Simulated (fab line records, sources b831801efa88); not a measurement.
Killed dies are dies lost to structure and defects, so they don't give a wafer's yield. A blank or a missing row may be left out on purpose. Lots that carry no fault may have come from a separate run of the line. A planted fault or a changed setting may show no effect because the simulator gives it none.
What tool caused it? / flow sky130 / 33 wafers sampled from 11 lots at 1 step of a route of 708

## WHAT THE GAUGES SHOWED, per wafer
SKY_VIA3_BOW_MEAS_03.
lot=L111; measured=day 39 09:44; on=film_metro-02; VIA3_BOW (um)=71 74 76
lot=L112; measured=day 39 11:51; on=film_metro-03; VIA3_BOW (um)=73 76 83
lot=L115; measured=day 40 14:11; on=film_metro-02; VIA3_BOW (um)=79 79 89
lot=L116; measured=day 40 18:43; on=film_metro-03; VIA3_BOW (um)=81 80 72
lot=L117; measured=day 41 09:48; on=film_metro-01; VIA3_BOW (um)=76 83 82
lot=L123; measured=day 42 20:34; on=film_metro-02; VIA3_BOW (um)=78 83 68
lot=L124; measured=day 43 04:23; on=film_metro-03; VIA3_BOW (um)=92 75 87
lot=L126; measured=day 44 03:13; on=film_metro-02; VIA3_BOW (um)=76 71 89
lot=L129; measured=day 44 05:12; on=film_metro-01; VIA3_BOW (um)=83 74 80
lot=L131; measured=day 44 20:54; on=film_metro-03; VIA3_BOW (um)=85 77 83
lot=L132; measured=day 45 10:56; on=film_metro-01; VIA3_BOW (um)=70 63 68

## WHICH TOOL RAN EACH LOT (tool, then ch and the chambers of the sampled wafers, then the start)
The record holds no process step before these readings.

## THE ANSWER, worked out from the rows above alone
Rule: usual is defined by the lots themselves. The widest of any qualifying gaps counts: lots, ordered by their means at a reading, are off when they make up no more than a third of the lots, leave a main group of 4 or more, and stand apart from it by 3 or more times the standard deviation of that group's means. Not used: any main group whose means are identical at the precision the tables above print for the reading. Also off: a lot with no number at a reading for which 4 or more lots have one. Where the step has rows for the other lots, those lots are counted as sound.
None of the lots is off at any reading shown; this tells nothing.

## WHAT THE SIMULATOR HAD PUT IN
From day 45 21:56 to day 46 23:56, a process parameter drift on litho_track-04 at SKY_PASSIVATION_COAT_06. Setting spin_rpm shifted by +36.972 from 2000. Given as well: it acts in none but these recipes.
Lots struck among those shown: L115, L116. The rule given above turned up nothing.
